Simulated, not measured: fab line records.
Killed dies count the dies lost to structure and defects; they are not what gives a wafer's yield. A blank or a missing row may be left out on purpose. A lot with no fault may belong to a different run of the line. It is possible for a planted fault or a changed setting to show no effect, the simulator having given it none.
Struck lot and sound lot, side by side | flow sfq-line | 14 steps out of a route of 325
Sound: these wafers, L555.1, L555.3, L555.5. Wafers struck: L557.2, L557.3, L557.6. At the end, the cause is stated.
At each step with rows: each side's tool, then ch and its chambers, then its first start. Under that, the readings that differ: sound wafers | struck wafers | difference of the means | sigmas: that difference in standard deviations of wafers without a fault.
alike: same words and numbers on both sides, and readings whose means sit less than 2 such deviations apart. not compared: any withheld reading, any reading some wafer has no value for, any bound like >300 that may hide the same value, and any number with overlapping values for which the record gives no deviation.
The two part at a step that has a row with sigmas, a row that says differs or no value, or rows on one side only. Numbers that don't overlap but have no deviation are shown without sigmas and don't part them. Lack of a reading on every wafer of one side parts them only where that side has two or more wafers.

first, 3 steps without rows for these wafers: SFQ_TRILAYER_I7_VIA_LITHO_EXPOSE_188 (exposes mask I7, target cd 1000 nm); SFQ_TRILAYER_I7_VIA_LITHO_PEB_190 (peb time 60 s); SFQ_TRILAYER_I7_VIA_LITHO_DEVELOP_189 (time 60 s).
SFQ_I7_OVL_MEAS_947:
  sound: overlay-01 at day 72 22:38; struck: overlay-01 at day 73 08:15
  reading     | sound | struck   | difference | sigmas
  I7_OVL (nm) | 6 4 1 | -7 -6 -7 | -10        | -2
SFQ_TRILAYER_I7_VIA_BARC_OPEN_VIA_ETCH_260: etches BARC in O2, target depth 125 nm, time 41.7 s.
  sound on rie-diel-01 ch 0,2,3, day 72 22:41; struck on rie-diel-02 ch 0,2,3, day 73 08:17
  alike: drypump-motor-current-A, oes-product-au, rf-fwd-power-W
  not compared: rf-hours-counter-h
SFQ_TRILAYER_I7_VIA_ETCH_VIA_ETCH_190: etches SiO2 in CHF3, stops on Nb, target depth 260 nm.
  sound on rie-diel-01 ch 0,2,3, day 72 22:43; struck on rie-diel-02 ch 0,2,3, day 73 08:19
  alike: drypump-motor-current-A, oes-product-au, rf-fwd-power-W
SFQ_TRILAYER_I7_VIA_STRIP_STRIP_191: strips in O2.
  sound on rie-metal-03 ch 0,1, day 72 22:50; struck on rie-metal-04 ch 0,1, day 73 08:26
  alike: drypump-motor-current-A, oes-product-au
  not compared: rf-hours-counter-h
then, 5 steps without rows for these wafers: SFQ_TRILAYER_I7_VIA_STRIP_SOLV_CLEAN_192 (cleans in NMP, time 600 s); SFQ_TRILAYER_M8_LITHO_LOR_COAT_197; SFQ_TRILAYER_M8_LITHO_LOR_BAKE_198; SFQ_TRILAYER_M8_LITHO_COAT_193 (resist thk 600 nm); SFQ_TRILAYER_M8_LITHO_SOFTBAKE_199.
SFQ_TRILAYER_M8_LITHO_EXPOSE_194: exposes mask M8, target cd 2000 nm.
  sound on krf-scanner-02 ch 0, day 73 03:14; struck on krf-scanner-02, day 73 17:04
  no value came back on the struck wafers for exposure-dose-mJ-cm2, focus-offset-nm (nm), sigma-outer, stage-vel-mm-s (mm/s); on the sound wafers exposure-dose-mJ-cm2 reads 14.396 14.408 14.379
  alike: mask
then, 1 step without rows for these wafers: SFQ_TRILAYER_M8_LITHO_PEB_196 (peb time 60 s).

== WHERE THEY PART ==
First at SFQ_I7_OVL_MEAS_947; last, within this record, at SFQ_TRILAYER_M8_LITHO_EXPOSE_194.

WHY: what the simulator had put in
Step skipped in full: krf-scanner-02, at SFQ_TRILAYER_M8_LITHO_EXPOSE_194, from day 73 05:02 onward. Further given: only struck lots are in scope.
